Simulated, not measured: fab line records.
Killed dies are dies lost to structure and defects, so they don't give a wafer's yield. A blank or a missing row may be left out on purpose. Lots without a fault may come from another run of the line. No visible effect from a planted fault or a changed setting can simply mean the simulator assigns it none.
fab line records / flow sky130
record lots=13 wafers=39 last_day=50
route steps=708 shown POLY_GATE@218 SD_N@352 VIA1@459 METAL2@485
lots untouched by any fault: they come from a run of this same line in which no faults occurred
start_h: hours from the record's opening day to when the first of the lot's shown wafers began / wait_h: hours since the lot's step before / " repeats the value in the row above / L1.1+2: a single row standing in for several wafers / - value missing, or start not given / * or withheld: withheld / < > ~ a bound
route shown NAME@n: names a module that has steps shown in the file, with the first one's number in the route / usual: mean and standard deviation over wafers with no fault / same: alike in all rows / chamber/n: place in a boat / sites: per-site readings / _std_site: how widely they spread, as a standard deviation / _edge_site: mean of outer sites minus mean of inner sites / radius_mm: how far each site lies from the wafer's centre / mask NAME#n: copy n / behind: tool/chamber where the wafer was last shaped / hold: what put the lot on hold/how long, in hours/how the hold closed / device: the transistor (n, p or np) that didn't switch / end of line: tests of these same wafers at the route's end / step lacking rows: just its recipe / killed: not the wafer's yield, but the dies lost to structure and defects at the first sort / map: a wafer's dies, marking killed ones x, the rest . and places with no die _
set.NAME: the setting that was run; set.NAME@STEP: the one run at that earlier step / model.NAME: the simulator's own value behind a step, which no gauge read
a sample of lots followed through the steps of the route, with each step as a table and each wafer as a row
services: the hour from which a tool's chamber was out of use, counted from the record's first day as start_h (under 0 if before that day), plus the number of hours and why
## steps
# step SKY_POLY_GATE_THK_MEAS_04
# recipe reads=Si3N4_of_POLY_GATE_CVD_03
# usual POLY_GATE_CVD_03_THK=75.3/0.78
lot.wafer=L488.2 tool=film_metro-02 chamber=- start_h=350.96 wait_h=0.0 POLY_GATE_CVD_03_THK[nm]=75.5
lot.wafer=L488.3 tool=film_metro-02 chamber=- start_h=350.96 wait_h=0.0 POLY_GATE_CVD_03_THK[nm]=75.9
lot.wafer=L488.4 tool=film_metro-02 chamber=- start_h=350.96 wait_h=0.0 POLY_GATE_CVD_03_THK[nm]=75.6
lot.wafer=L489.1 tool=film_metro-02 chamber=- start_h=356.05 wait_h=0.0 POLY_GATE_CVD_03_THK[nm]=75.7
lot.wafer=L489.5 tool=film_metro-02 chamber=- start_h=356.05 wait_h=0.0 POLY_GATE_CVD_03_THK[nm]=75.7
lot.wafer=L489.6 tool=film_metro-02 chamber=- start_h=356.05 wait_h=0.0 POLY_GATE_CVD_03_THK[nm]=75.9
lot.wafer=L490.2 tool=film_metro-02 chamber=- start_h=366.21 wait_h=0.0 POLY_GATE_CVD_03_THK[nm]=75.3
lot.wafer=L490.5 tool=film_metro-02 chamber=- start_h=366.21 wait_h=0.0 POLY_GATE_CVD_03_THK[nm]=75.3
lot.wafer=L490.6 tool=film_metro-02 chamber=- start_h=366.21 wait_h=0.0 POLY_GATE_CVD_03_THK[nm]=74.7
lot.wafer=L491.2 tool=film_metro-02 chamber=- start_h=376.87 wait_h=0.0 POLY_GATE_CVD_03_THK[nm]=75.1
lot.wafer=L491.3 tool=film_metro-02 chamber=- start_h=376.87 wait_h=0.0 POLY_GATE_CVD_03_THK[nm]=74.8
lot.wafer=L491.4 tool=film_metro-02 chamber=- start_h=376.87 wait_h=0.0 POLY_GATE_CVD_03_THK[nm]=74.8
lot.wafer=L492.1 tool=film_metro-03 chamber=- start_h=384.14 wait_h=0.0 POLY_GATE_CVD_03_THK[nm]=75.9
lot.wafer=L492.2 tool=film_metro-03 chamber=- start_h=384.14 wait_h=0.0 POLY_GATE_CVD_03_THK[nm]=75.5
lot.wafer=L492.6 tool=film_metro-03 chamber=- start_h=384.14 wait_h=0.0 POLY_GATE_CVD_03_THK[nm]=75.3
lot.wafer=L493.2 tool=film_metro-02 chamber=- start_h=389.13 wait_h=0.0 POLY_GATE_CVD_03_THK[nm]=74.0
lot.wafer=L493.4 tool=film_metro-02 chamber=- start_h=389.13 wait_h=0.0 POLY_GATE_CVD_03_THK[nm]=73.6
lot.wafer=L493.6 tool=film_metro-02 chamber=- start_h=389.13 wait_h=0.0 POLY_GATE_CVD_03_THK[nm]=74.4
lot.wafer=L494.2 tool=film_metro-04 chamber=- start_h=392.32 wait_h=0.0 POLY_GATE_CVD_03_THK[nm]=74.9
lot.wafer=L494.3 tool=film_metro-04 chamber=- start_h=392.32 wait_h=0.0 POLY_GATE_CVD_03_THK[nm]=74.9
lot.wafer=L494.4 tool=film_metro-04 chamber=- start_h=392.32 wait_h=0.0 POLY_GATE_CVD_03_THK[nm]=74.5
lot.wafer=L496.3 tool=film_metro-04 chamber=- start_h=414.32 wait_h=0.0 POLY_GATE_CVD_03_THK[nm]=74.6
lot.wafer=L496.4 tool=film_metro-04 chamber=- start_h=414.32 wait_h=0.0 POLY_GATE_CVD_03_THK[nm]=74.3
lot.wafer=L496.6 tool=film_metro-04 chamber=- start_h=414.32 wait_h=0.0 POLY_GATE_CVD_03_THK[nm]=73.8
lot.wafer=L499.1 tool=film_metro-03 chamber=- start_h=450.35 wait_h=0.0 POLY_GATE_CVD_03_THK[nm]=75.4
lot.wafer=L499.2 tool=film_metro-03 chamber=- start_h=450.35 wait_h=0.0 POLY_GATE_CVD_03_THK[nm]=76.6
lot.wafer=L499.6 tool=film_metro-03 chamber=- start_h=450.35 wait_h=0.0 POLY_GATE_CVD_03_THK[nm]=75.6
lot.wafer=L501.1 tool=film_metro-04 chamber=- start_h=496.05 wait_h=0.0 POLY_GATE_CVD_03_THK[nm]=75.0
lot.wafer=L501.5 tool=film_metro-04 chamber=- start_h=496.05 wait_h=0.0 POLY_GATE_CVD_03_THK[nm]=75.5
lot.wafer=L501.6 tool=film_metro-04 chamber=- start_h=496.05 wait_h=0.0 POLY_GATE_CVD_03_THK[nm]=75.2
lot.wafer=L506.2 tool=film_metro-02 chamber=- start_h=506.65 wait_h=0.0 POLY_GATE_CVD_03_THK[nm]=76.1
lot.wafer=L506.3 tool=film_metro-02 chamber=- start_h=506.65 wait_h=0.0 POLY_GATE_CVD_03_THK[nm]=76.8
lot.wafer=L506.4 tool=film_metro-02 chamber=- start_h=506.65 wait_h=0.0 POLY_GATE_CVD_03_THK[nm]=76.2
lot.wafer=L507.1 tool=film_metro-04 chamber=- start_h=521.40 wait_h=0.0 POLY_GATE_CVD_03_THK[nm]=76.8
lot.wafer=L507.3 tool=film_metro-04 chamber=- start_h=521.40 wait_h=0.0 POLY_GATE_CVD_03_THK[nm]=76.7
lot.wafer=L507.6 tool=film_metro-04 chamber=- start_h=521.40 wait_h=0.0 POLY_GATE_CVD_03_THK[nm]=76.2
lot.wafer=L509.1 tool=film_metro-02 chamber=- start_h=552.07 wait_h=0.0 POLY_GATE_CVD_03_THK[nm]=76.3
lot.wafer=L509.4 tool=film_metro-02 chamber=- start_h=552.07 wait_h=0.0 POLY_GATE_CVD_03_THK[nm]=75.8
lot.wafer=L509.5 tool=film_metro-02 chamber=- start_h=552.07 wait_h=0.0 POLY_GATE_CVD_03_THK[nm]=76.1
# step SKY_SD_N_IMPLANT_10
# recipe species=P energy_kev=20 dose_cm2=1e+14 tilt_deg=0
lot.wafer=L490.2+5+6 tool=implanter-02 chamber=0 start_h=670.36 wait_h=0.1
lot.wafer=L488.2+3+4 tool=implanter-01 chamber=0 start_h=670.67 wait_h=0.1
lot.wafer=L489.1+5+6 tool=implanter-03 chamber=0 start_h=670.94 wait_h=0.1
lot.wafer=L491.2+3+4 tool=implanter-02 chamber=0 start_h=681.26 wait_h=0.1
lot.wafer=L492.1+2+6 tool=implanter-03 chamber=0 start_h=684.94 wait_h=0.1
lot.wafer=L493.2+4+6 tool=implanter-02 chamber=0 start_h=692.63 wait_h=0.1
lot.wafer=L493.2+4+6 tool=implanter-02 chamber=0 start_h=692.95 wait_h=0.3
lot.wafer=L494.2+3+4 tool=implanter-01 chamber=0 start_h=694.21 wait_h=0.1
lot.wafer=L496.3+4+6 tool=implanter-01 chamber=0 start_h=715.93 wait_h=0.1
lot.wafer=L496.3+4+6 tool=implanter-01 chamber=0 start_h=716.25 wait_h=0.3
lot.wafer=L499.1+2+6 tool=implanter-03 chamber=0 start_h=745.98 wait_h=0.1
lot.wafer=L501.1+5+6 tool=implanter-03 chamber=0 start_h=787.41 wait_h=0.1
lot.wafer=L501.1+5+6 tool=implanter-03 chamber=0 start_h=787.73 wait_h=0.3
lot.wafer=L506.2+3+4 tool=implanter-01 chamber=0 start_h=796.27 wait_h=0.1
lot.wafer=L507.1+3+6 tool=implanter-03 chamber=0 start_h=809.23 wait_h=0.1
lot.wafer=L509.1+4+5 tool=implanter-01 chamber=0 start_h=837.58 wait_h=0.1
# step SKY_SD_N_RS_MEAS_16
# recipe thk_meas_gauge=four-point-probe
# usual SD_N_RS=68.48/0.11
lot.wafer=L490.2 tool=film_metro-04 chamber=- start_h=670.89 wait_h=0.1 SD_N_RS[ohm/sq]=68.35
lot.wafer=L490.5 tool=film_metro-04 chamber=- start_h=670.89 wait_h=0.1 SD_N_RS[ohm/sq]=68.55
lot.wafer=L490.6 tool=film_metro-04 chamber=- start_h=670.89 wait_h=0.1 SD_N_RS[ohm/sq]=68.69
lot.wafer=L488.2 tool=film_metro-02 chamber=- start_h=671.20 wait_h=0.1 SD_N_RS[ohm/sq]=68.14
lot.wafer=L488.3 tool=film_metro-02 chamber=- start_h=671.20 wait_h=0.1 SD_N_RS[ohm/sq]=68.33
lot.wafer=L488.4 tool=film_metro-02 chamber=- start_h=671.20 wait_h=0.1 SD_N_RS[ohm/sq]=68.46
lot.wafer=L489.1 tool=film_metro-03 chamber=- start_h=671.51 wait_h=0.1 SD_N_RS[ohm/sq]=68.62
lot.wafer=L489.5 tool=film_metro-03 chamber=- start_h=671.51 wait_h=0.1 SD_N_RS[ohm/sq]=68.47
lot.wafer=L489.6 tool=film_metro-03 chamber=- start_h=671.51 wait_h=0.1 SD_N_RS[ohm/sq]=68.44
lot.wafer=L491.2 tool=film_metro-04 chamber=- start_h=681.79 wait_h=0.1 SD_N_RS[ohm/sq]=68.67
lot.wafer=L491.3 tool=film_metro-04 chamber=- start_h=681.79 wait_h=0.1 SD_N_RS[ohm/sq]=68.52
lot.wafer=L491.4 tool=film_metro-04 chamber=- start_h=681.79 wait_h=0.1 SD_N_RS[ohm/sq]=68.53
lot.wafer=L492.1 tool=film_metro-04 chamber=- start_h=685.48 wait_h=0.1 SD_N_RS[ohm/sq]=68.35
lot.wafer=L492.2 tool=film_metro-04 chamber=- start_h=685.48 wait_h=0.1 SD_N_RS[ohm/sq]=68.41
lot.wafer=L492.6 tool=film_metro-04 chamber=- start_h=685.48 wait_h=0.1 SD_N_RS[ohm/sq]=68.34
lot.wafer=L493.2 tool=film_metro-02 chamber=- start_h=693.53 wait_h=0.1 SD_N_RS[ohm/sq]=65.82
lot.wafer=L493.4 tool=film_metro-02 chamber=- start_h=693.53 wait_h=0.1 SD_N_RS[ohm/sq]=65.77
lot.wafer=L493.6 tool=film_metro-02 chamber=- start_h=693.53 wait_h=0.1 SD_N_RS[ohm/sq]=65.78
lot.wafer=L494.2 tool=film_metro-02 chamber=- start_h=694.74 wait_h=0.1 SD_N_RS[ohm/sq]=68.44
lot.wafer=L494.3 tool=film_metro-02 chamber=- start_h=694.74 wait_h=0.1 SD_N_RS[ohm/sq]=68.56
lot.wafer=L494.4 tool=film_metro-02 chamber=- start_h=694.74 wait_h=0.1 SD_N_RS[ohm/sq]=68.55
lot.wafer=L496.3 tool=film_metro-04 chamber=- start_h=716.77 wait_h=0.1 SD_N_RS[ohm/sq]=65.87
lot.wafer=L496.4 tool=film_metro-04 chamber=- start_h=716.77 wait_h=0.1 SD_N_RS[ohm/sq]=65.80
lot.wafer=L496.6 tool=film_metro-04 chamber=- start_h=716.77 wait_h=0.1 SD_N_RS[ohm/sq]=65.87
lot.wafer=L499.1 tool=film_metro-02 chamber=- start_h=746.52 wait_h=0.1 SD_N_RS[ohm/sq]=68.56
lot.wafer=L499.2 tool=film_metro-02 chamber=- start_h=746.52 wait_h=0.1 SD_N_RS[ohm/sq]=68.54
lot.wafer=L499.6 tool=film_metro-02 chamber=- start_h=746.52 wait_h=0.1 SD_N_RS[ohm/sq]=68.35
lot.wafer=L501.1 tool=film_metro-02 chamber=- start_h=788.26 wait_h=0.1 SD_N_RS[ohm/sq]=65.91
lot.wafer=L501.5 tool=film_metro-02 chamber=- start_h=788.26 wait_h=0.1 SD_N_RS[ohm/sq]=65.94
lot.wafer=L501.6 tool=film_metro-02 chamber=- start_h=788.26 wait_h=0.1 SD_N_RS[ohm/sq]=65.93
lot.wafer=L506.2 tool=film_metro-02 chamber=- start_h=796.83 wait_h=0.1 SD_N_RS[ohm/sq]=68.35
lot.wafer=L506.3 tool=film_metro-02 chamber=- start_h=796.83 wait_h=0.1 SD_N_RS[ohm/sq]=68.41
lot.wafer=L506.4 tool=film_metro-02 chamber=- start_h=796.83 wait_h=0.1 SD_N_RS[ohm/sq]=68.51
lot.wafer=L507.1 tool=film_metro-02 chamber=- start_h=809.92 wait_h=0.1 SD_N_RS[ohm/sq]=68.43
lot.wafer=L507.3 tool=film_metro-02 chamber=- start_h=809.92 wait_h=0.1 SD_N_RS[ohm/sq]=68.38
lot.wafer=L507.6 tool=film_metro-02 chamber=- start_h=809.92 wait_h=0.1 SD_N_RS[ohm/sq]=68.47
lot.wafer=L509.1 tool=film_metro-02 chamber=- start_h=838.17 wait_h=0.1 SD_N_RS[ohm/sq]=68.62
lot.wafer=L509.4 tool=film_metro-02 chamber=- start_h=838.17 wait_h=0.1 SD_N_RS[ohm/sq]=68.46
lot.wafer=L509.5 tool=film_metro-02 chamber=- start_h=838.17 wait_h=0.1 SD_N_RS[ohm/sq]=68.58
# step SKY_VIA1_THK_MEAS_01
# recipe reads=SiO2_of_VIA1_HDPCVD_00
# usual VIA1_HDPCVD_THK=1037/9.4
lot.wafer=L490.2 tool=film_metro-02 chamber=- start_h=787.39 wait_h=0.1 VIA1_HDPCVD_THK[nm]=1036
lot.wafer=L490.5 tool=film_metro-02 chamber=- start_h=787.39 wait_h=0.1 VIA1_HDPCVD_THK[nm]=1036
lot.wafer=L490.6 tool=film_metro-02 chamber=- start_h=787.39 wait_h=0.1 VIA1_HDPCVD_THK[nm]=1048
lot.wafer=L488.2 tool=film_metro-04 chamber=- start_h=788.43 wait_h=0.1 VIA1_HDPCVD_THK[nm]=1025
lot.wafer=L488.3 tool=film_metro-04 chamber=- start_h=788.43 wait_h=0.1 VIA1_HDPCVD_THK[nm]=1030
lot.wafer=L488.4 tool=film_metro-04 chamber=- start_h=788.43 wait_h=0.1 VIA1_HDPCVD_THK[nm]=1035
lot.wafer=L489.1 tool=film_metro-04 chamber=- start_h=788.63 wait_h=0.1 VIA1_HDPCVD_THK[nm]=1039
lot.wafer=L489.5 tool=film_metro-04 chamber=- start_h=788.63 wait_h=0.1 VIA1_HDPCVD_THK[nm]=1036
lot.wafer=L489.6 tool=film_metro-04 chamber=- start_h=788.63 wait_h=0.1 VIA1_HDPCVD_THK[nm]=1046
lot.wafer=L491.2 tool=film_metro-02 chamber=- start_h=798.86 wait_h=0.1 VIA1_HDPCVD_THK[nm]=1040
lot.wafer=L491.3 tool=film_metro-02 chamber=- start_h=798.86 wait_h=0.1 VIA1_HDPCVD_THK[nm]=1049
lot.wafer=L491.4 tool=film_metro-02 chamber=- start_h=798.86 wait_h=0.1 VIA1_HDPCVD_THK[nm]=1038
lot.wafer=L492.1 tool=film_metro-04 chamber=- start_h=801.65 wait_h=0.1 VIA1_HDPCVD_THK[nm]=1044
lot.wafer=L492.2 tool=film_metro-04 chamber=- start_h=801.65 wait_h=0.1 VIA1_HDPCVD_THK[nm]=1038
lot.wafer=L492.6 tool=film_metro-04 chamber=- start_h=801.65 wait_h=0.1 VIA1_HDPCVD_THK[nm]=1044
lot.wafer=L493.2 tool=film_metro-04 chamber=- start_h=809.33 wait_h=0.1 VIA1_HDPCVD_THK[nm]=1044
lot.wafer=L493.4 tool=film_metro-04 chamber=- start_h=809.33 wait_h=0.1 VIA1_HDPCVD_THK[nm]=1047
lot.wafer=L493.6 tool=film_metro-04 chamber=- start_h=809.33 wait_h=0.1 VIA1_HDPCVD_THK[nm]=1029
lot.wafer=L494.2 tool=film_metro-02 chamber=- start_h=810.75 wait_h=0.1 VIA1_HDPCVD_THK[nm]=1050
lot.wafer=L494.3 tool=film_metro-02 chamber=- start_h=810.75 wait_h=0.1 VIA1_HDPCVD_THK[nm]=1033
lot.wafer=L494.4 tool=film_metro-02 chamber=- start_h=810.75 wait_h=0.1 VIA1_HDPCVD_THK[nm]=1034
lot.wafer=L496.3 tool=film_metro-03 chamber=- start_h=830.88 wait_h=0.1 VIA1_HDPCVD_THK[nm]=1028
lot.wafer=L496.4 tool=film_metro-03 chamber=- start_h=830.88 wait_h=0.1 VIA1_HDPCVD_THK[nm]=1037
lot.wafer=L496.6 tool=film_metro-03 chamber=- start_h=830.88 wait_h=0.1 VIA1_HDPCVD_THK[nm]=1052
lot.wafer=L499.1 tool=film_metro-03 chamber=- start_h=859.36 wait_h=0.1 VIA1_HDPCVD_THK[nm]=1038
lot.wafer=L499.2 tool=film_metro-03 chamber=- start_h=859.36 wait_h=0.1 VIA1_HDPCVD_THK[nm]=1028
lot.wafer=L499.6 tool=film_metro-03 chamber=- start_h=859.36 wait_h=0.1 VIA1_HDPCVD_THK[nm]=1046
lot.wafer=L501.1 tool=film_metro-03 chamber=- start_h=901.02 wait_h=0.1 VIA1_HDPCVD_THK[nm]=1033
lot.wafer=L501.5 tool=film_metro-03 chamber=- start_h=901.02 wait_h=0.1 VIA1_HDPCVD_THK[nm]=1035
lot.wafer=L501.6 tool=film_metro-03 chamber=- start_h=901.02 wait_h=0.1 VIA1_HDPCVD_THK[nm]=1039
lot.wafer=L506.2 tool=film_metro-04 chamber=- start_h=908.63 wait_h=0.1 VIA1_HDPCVD_THK[nm]=1030
lot.wafer=L506.3 tool=film_metro-04 chamber=- start_h=908.63 wait_h=0.1 VIA1_HDPCVD_THK[nm]=1036
lot.wafer=L506.4 tool=film_metro-04 chamber=- start_h=908.63 wait_h=0.1 VIA1_HDPCVD_THK[nm]=1032
lot.wafer=L507.1 tool=film_metro-04 chamber=- start_h=920.63 wait_h=0.1 VIA1_HDPCVD_THK[nm]=1039
lot.wafer=L507.3 tool=film_metro-04 chamber=- start_h=920.63 wait_h=0.1 VIA1_HDPCVD_THK[nm]=1042
lot.wafer=L507.6 tool=film_metro-04 chamber=- start_h=920.63 wait_h=0.1 VIA1_HDPCVD_THK[nm]=1032
lot.wafer=L509.1 tool=film_metro-02 chamber=- start_h=946.58 wait_h=0.1 VIA1_HDPCVD_THK[nm]=1042
lot.wafer=L509.4 tool=film_metro-02 chamber=- start_h=946.58 wait_h=0.1 VIA1_HDPCVD_THK[nm]=1039
lot.wafer=L509.5 tool=film_metro-02 chamber=- start_h=946.58 wait_h=0.1 VIA1_HDPCVD_THK[nm]=1020
# step SKY_METAL2_SPUTTER_02
# recipe material=AlCu target_thk_nm=250 power_w=10600 time_s=13.3 chamber_pressure_pa=0.4
# usual cathode_dc_power_W=10600/2 throttle_valve_pct=30.5/1
lot.wafer=L490.2 tool=pvd_sputter-03 chamber=- start_h=815.52 wait_h=0.0 cathode_dc_power_W=10601 throttle_valve_pct=29.4
lot.wafer=L490.5 tool=pvd_sputter-03 chamber=- start_h=815.52 wait_h=0.0 cathode_dc_power_W=10599 throttle_valve_pct=29.6
lot.wafer=L490.6 tool=pvd_sputter-03 chamber=- start_h=815.52 wait_h=0.0 cathode_dc_power_W=10599 throttle_valve_pct=29.3
lot.wafer=L488.2 tool=pvd_sputter-03 chamber=- start_h=816.31 wait_h=0.0 cathode_dc_power_W=10600 throttle_valve_pct=29.2
lot.wafer=L488.3 tool=pvd_sputter-03 chamber=- start_h=816.31 wait_h=0.0 cathode_dc_power_W=10599 throttle_valve_pct=29.7
lot.wafer=L488.4 tool=pvd_sputter-03 chamber=- start_h=816.31 wait_h=0.0 cathode_dc_power_W=10598 throttle_valve_pct=31.3
lot.wafer=L489.1 tool=pvd_sputter-02 chamber=- start_h=817.11 wait_h=0.0 cathode_dc_power_W=10599 throttle_valve_pct=32.0
lot.wafer=L489.5 tool=pvd_sputter-02 chamber=- start_h=817.11 wait_h=0.0 cathode_dc_power_W=10602 throttle_valve_pct=32.1
lot.wafer=L489.6 tool=pvd_sputter-02 chamber=- start_h=817.11 wait_h=0.0 cathode_dc_power_W=10599 throttle_valve_pct=29.5
lot.wafer=L491.2 tool=pvd_sputter-03 chamber=- start_h=827.51 wait_h=0.0 cathode_dc_power_W=10601 throttle_valve_pct=29.8
lot.wafer=L491.3 tool=pvd_sputter-03 chamber=- start_h=827.51 wait_h=0.0 cathode_dc_power_W=10601 throttle_valve_pct=29.1
lot.wafer=L491.4 tool=pvd_sputter-03 chamber=- start_h=827.51 wait_h=0.0 cathode_dc_power_W=10603 throttle_valve_pct=29.2
lot.wafer=L492.1 tool=pvd_sputter-03 chamber=- start_h=829.53 wait_h=0.0 cathode_dc_power_W=10599 throttle_valve_pct=31.3
lot.wafer=L492.2 tool=pvd_sputter-03 chamber=- start_h=829.53 wait_h=0.0 cathode_dc_power_W=10597 throttle_valve_pct=29.6
lot.wafer=L492.6 tool=pvd_sputter-03 chamber=- start_h=829.53 wait_h=0.0 cathode_dc_power_W=10601 throttle_valve_pct=29.4
lot.wafer=L493.2 tool=pvd_sputter-02 chamber=- start_h=837.68 wait_h=0.0 cathode_dc_power_W=10604 throttle_valve_pct=32.0
lot.wafer=L493.4 tool=pvd_sputter-02 chamber=- start_h=837.68 wait_h=0.0 cathode_dc_power_W=10601 throttle_valve_pct=31.5
lot.wafer=L493.6 tool=pvd_sputter-02 chamber=- start_h=837.68 wait_h=0.0 cathode_dc_power_W=10599 throttle_valve_pct=29.2
lot.wafer=L494.2 tool=pvd_sputter-02 chamber=- start_h=839.75 wait_h=0.0 cathode_dc_power_W=10600 throttle_valve_pct=31.8
lot.wafer=L494.3 tool=pvd_sputter-02 chamber=- start_h=839.75 wait_h=0.0 cathode_dc_power_W=10602 throttle_valve_pct=31.8
lot.wafer=L494.4 tool=pvd_sputter-02 chamber=- start_h=839.75 wait_h=0.0 cathode_dc_power_W=10602 throttle_valve_pct=30.1
lot.wafer=L496.3 tool=pvd_sputter-02 chamber=- start_h=858.97 wait_h=0.0 cathode_dc_power_W=10600 throttle_valve_pct=31.7
lot.wafer=L496.4 tool=pvd_sputter-02 chamber=- start_h=858.97 wait_h=0.0 cathode_dc_power_W=10598 throttle_valve_pct=32.1
lot.wafer=L496.6 tool=pvd_sputter-02 chamber=- start_h=858.97 wait_h=0.0 cathode_dc_power_W=10599 throttle_valve_pct=31.5
lot.wafer=L499.1 tool=pvd_sputter-02 chamber=- start_h=887.44 wait_h=0.0 cathode_dc_power_W=10601 throttle_valve_pct=31.8
lot.wafer=L499.2 tool=pvd_sputter-02 chamber=- start_h=887.44 wait_h=0.0 cathode_dc_power_W=10596 throttle_valve_pct=30.1
lot.wafer=L499.6 tool=pvd_sputter-02 chamber=- start_h=887.44 wait_h=0.0 cathode_dc_power_W=10602 throttle_valve_pct=31.6
lot.wafer=L501.1 tool=pvd_sputter-01 chamber=- start_h=927.82 wait_h=0.0 cathode_dc_power_W=10599 throttle_valve_pct=32.6
lot.wafer=L501.5 tool=pvd_sputter-01 chamber=- start_h=927.82 wait_h=0.0 cathode_dc_power_W=10601 throttle_valve_pct=30.5
lot.wafer=L501.6 tool=pvd_sputter-01 chamber=- start_h=927.82 wait_h=0.0 cathode_dc_power_W=10599 throttle_valve_pct=30.5
lot.wafer=L506.2 tool=pvd_sputter-02 chamber=- start_h=935.46 wait_h=0.0 cathode_dc_power_W=10601 throttle_valve_pct=30.0
lot.wafer=L506.3 tool=pvd_sputter-02 chamber=- start_h=935.46 wait_h=0.0 cathode_dc_power_W=10601 throttle_valve_pct=32.1
lot.wafer=L506.4 tool=pvd_sputter-02 chamber=- start_h=935.46 wait_h=0.0 cathode_dc_power_W=10600 throttle_valve_pct=29.4
lot.wafer=L507.1 tool=pvd_sputter-02 chamber=- start_h=946.16 wait_h=0.0 cathode_dc_power_W=10599 throttle_valve_pct=31.5
lot.wafer=L507.3 tool=pvd_sputter-02 chamber=- start_h=946.16 wait_h=0.0 cathode_dc_power_W=10599 throttle_valve_pct=30.3
lot.wafer=L507.6 tool=pvd_sputter-02 chamber=- start_h=946.16 wait_h=0.0 cathode_dc_power_W=10597 throttle_valve_pct=31.6
lot.wafer=L509.1 tool=pvd_sputter-03 chamber=- start_h=972.07 wait_h=0.0 cathode_dc_power_W=10597 throttle_valve_pct=29.3
lot.wafer=L509.4 tool=pvd_sputter-03 chamber=- start_h=972.07 wait_h=0.0 cathode_dc_power_W=10599 throttle_valve_pct=29.4
lot.wafer=L509.5 tool=pvd_sputter-03 chamber=- start_h=972.07 wait_h=0.0 cathode_dc_power_W=10600 throttle_valve_pct=29.6
## services
tool=implanter-02 chamber=- start_h=665.85 hours=3.2 kind=pm
tool=implanter-03 chamber=- start_h=686.32 hours=4.6 kind=pm
tool=implanter-01 chamber=- start_h=690.93 hours=1.6 kind=repair
tool=implanter-01 chamber=- start_h=698.69 hours=7.8 kind=repair
tool=pvd_sputter-02 chamber=3 start_h=699.74 hours=- kind=consumable_replace:kit
tool=pvd_sputter-02 chamber=3 start_h=699.74 hours=18.0 kind=scheduled_down
tool=pvd_sputter-02 chamber=3 start_h=699.74 hours=18.0 kind=vent_cycle
tool=implanter-01 chamber=- start_h=706.48 hours=3.2 kind=pm
tool=pvd_sputter-03 chamber=- start_h=714.41 hours=1.3 kind=repair
tool=pvd_sputter-03 chamber=- start_h=716.47 hours=3.3 kind=repair
tool=implanter-02 chamber=- start_h=739.92 hours=1.1 kind=repair
tool=implanter-02 chamber=- start_h=748.40 hours=1.1 kind=repair
tool=implanter-02 chamber=- start_h=763.64 hours=2.4 kind=pm
tool=pvd_sputter-02 chamber=- start_h=803.55 hours=0.5 kind=repair
tool=implanter-03 chamber=- start_h=820.42 hours=3.1 kind=repair
tool=pvd_sputter-02 chamber=2 start_h=847.13 hours=- kind=consumable_replace:kit
tool=pvd_sputter-02 chamber=2 start_h=847.13 hours=18.0 kind=scheduled_down
tool=implanter-01 chamber=- start_h=860.72 hours=1.4 kind=repair
tool=implanter-03 chamber=- start_h=862.09 hours=1.1 kind=repair
tool=implanter-01 chamber=- start_h=915.58 hours=98.2 kind=pm
tool=implanter-03 chamber=- start_h=916.67 hours=2.6 kind=repair
tool=implanter-03 chamber=- start_h=923.84 hours=14.3 kind=repair
tool=implanter-03 chamber=- start_h=938.11 hours=69.8 kind=pm
tool=pvd_sputter-02 chamber=- start_h=961.41 hours=1.0 kind=repair
## key
first_sign step=SKY_SD_N_IMPLANT_10 reading=visit direction=added
effect step=SKY_SD_N_RS_MEAS_16 reading=SD_N_RS direction=down sigmas=24 usual=68.48 struck=65.86
met_at SKY_SD_N_IMPLANT_10
struck_lots L493,L496,L501
tester_left_out L493,L496,L501
not_acting_at SKY_POLY_GATE_THK_MEAS_04,SKY_VIA1_THK_MEAS_01,SKY_METAL2_SPUTTER_02
fault kind=repeated_step_whole tool=implanter-01,implanter-02,implanter-03 chamber=- onset_h=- steps=SKY_SD_N_IMPLANT_10 times=1 scope=struck_lots_only
# tester_left_out: of these lots the tester's yield and bins aren't shown, on N5 and GAA mostly nor the transistor test; their killed dies are dies lost to structure and defects alone, not to doping, threshold or leakage, so they don't give the yield
